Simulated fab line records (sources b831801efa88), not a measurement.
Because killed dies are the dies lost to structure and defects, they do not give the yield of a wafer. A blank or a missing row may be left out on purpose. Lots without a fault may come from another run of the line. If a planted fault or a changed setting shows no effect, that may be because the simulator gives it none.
Struck lot and sound lot, side by side | flow sky130 | 27 out of 708 route steps
Sound: wafers L528.2, L528.3, L528.5. Wafers L538.4, L538.5, L538.6 were the ones struck. Last of all comes the cause.
Each step with rows lists, per side, the tool, then ch with its chambers, then its first start. Under that, the readings that differ: sound wafers | struck wafers | difference of the means | sigmas: that difference in standard deviations of wafers without a fault.
alike: words and numbers the same on both sides, and readings whose means are apart by under 2 such deviations; not compared: readings that were withheld, readings missing a value for some wafer, numbers with overlapping values and no deviation given by the record, and bounds like >300 which may hide the same value.
Wherever a step has rows on one side only, a row that says differs or no value, or a row with sigmas, the two part there. Numbers that don't overlap but have no deviation are shown without sigmas and don't part them. A reading missing from all wafers of one side parts the sides only when that side holds two or more wafers.

first, 10 steps without rows for these wafers: SKY_VIA1_ETCH_15 (etches SiO2 in C4F8/O2/Ar, stops on TiN, target depth 351 nm, time 54 s); SKY_VIA1_STRIP_16 (strips in O2/N2); SKY_VIA1_STRIP_17 (strips in post etch residue remover, time 1200 s); SKY_VIA1_CLEAN_18 (cleans in IPA, time 180 s); SKY_VIA1_CLEAN_19 (cleans in O3/DIW); SKY_VIA1_SPUTTER_20 (material TiN, target thk 20 nm, time 80 s); SKY_VIA1_CVD_21 (deposits W, target thk 270 nm, time 80.902 s); SKY_VIA1_CMP_24 (polishes, stops on SiO2, t overpolish 15 s, target thk 0 nm); SKY_METAL2_SPUTTER_00 (material Ti, target thk 15 nm, time 10 s); SKY_METAL2_SPUTTER_01 (material TiN, target thk 20 nm, time 16.7 s).
SKY_METAL2_SPUTTER_02: material AlCu, target thk 250 nm, time 13.3 s.
  sound: pvd-sputter-01 at day 36 09:01; struck: pvd-sputter-01 at day 40 05:44
  alike: throttle-valve-pct
then, 2 steps without rows for these wafers: SKY_METAL2_SPUTTER_03 (material Ti, target thk 5 nm, time 3.3 s); SKY_METAL2_SPUTTER_04 (material TiN, target thk 70 nm, time 58.3 s).
SKY_METAL2_RS_MEAS_05: uses a four-point probe to measure.
  sound: film-metro-02 at day 36 09:07; struck: film-metro-03 at day 40 06:10
  reading                 | sound                | struck               | difference | sigmas
  METAL2_ALCU_RS (ohm/sq) | 0.1253 0.1251 0.1247 | 0.1744 0.1761 0.1734 | +0.0496    | +31
  not compared: hold
SKY_METAL2_THK_MEAS_06: measures by xrf.
  sound: film-metro-02 at day 36 09:14; struck: film-metro-03 at day 40 11:46
  reading              | sound       | struck      | difference | sigmas
  METAL2_ALCU_THK (nm) | 249 248 249 | 194 194 198 | -53        | -15
  not compared: hold
then, 9 steps without rows for these wafers: SKY_METAL2_HMDS_08 (prime time 60 s); SKY_METAL2_COAT_09 (resist thk 60 nm); SKY_METAL2_COAT_10 (resist thk 450 nm); SKY_METAL2_SOFTBAKE_11 (time 90 s); SKY_METAL2_EXPOSE_12 (exposes mask MM2, target cd 140 nm); SKY_METAL2_PEB_13; SKY_METAL2_DEVELOP_14 (develop time 60 s); SKY_METAL2_DESCUM_17 (chemistry O2, time 8 s); SKY_METAL2_ETCH_18 (etches BARC in N2/H2, stops on SiO2, time 45.9 s, target depth 60 nm).
SKY_METAL2_METAL_ETCH_19: etches the open film in Cl2/BCl3, stops on SiO2, target depth 360 nm, time 78 s.
  sound on rie-metal-01 ch 0,1, day 37 10:38; struck on rie-metal-04 ch 0,1, day 41 06:08
  reading               | sound             | struck            | difference | sigmas
  oes-product-au (a.u.) | 0.856 0.868 0.861 | 0.788 0.788 0.790 | -0.073     | -13
  alike: drypump-motor-current-A, throttle-valve-pct
  not compared: rf-hours-counter-h
then, 1 step without rows for these wafers: SKY_METAL2_STRIP_20 (strips in O2/N2).
-- the record jumps here: 9 days lie between the struck wafers' starts before and after (it left off in module METAL2 and takes up again in module PAD_OPEN, whose first step shown is number 708 of the route) --
SKY_PAD_OPEN_PROBE_99:
  sound: prober-01 at day 49 15:06; struck: prober-01 at day 50 09:26
  reading                                    | sound                        | struck                 | difference | sigmas
  model.etest.met2.rs-ohm-sq-rim-less-centre | 0.00142 -0.002178 -0.0004971 | 0.0429 0.04543 0.04564 | +0.0451    |
  alike: defect-limited-yield, killed_at_M0_to_M3, killed_at_M4_up, killed-at-contacts, killed-at-front-end, killed-at-other, killed-dies, killed-open, killed-short, sort_bin_3_pad_short, sort_bin_5_function, sort_bin_6_memory, sort-n-pass, sort-yield-pct

## WHERE THEY PART
Last at SKY_METAL2_METAL_ETCH_19 as far as this record goes, first at SKY_METAL2_RS_MEAS_05. Later steps at which nothing parts them and some readings are alike: SKY_PAD_OPEN_PROBE_99.

WHY: the cause the simulator had injected
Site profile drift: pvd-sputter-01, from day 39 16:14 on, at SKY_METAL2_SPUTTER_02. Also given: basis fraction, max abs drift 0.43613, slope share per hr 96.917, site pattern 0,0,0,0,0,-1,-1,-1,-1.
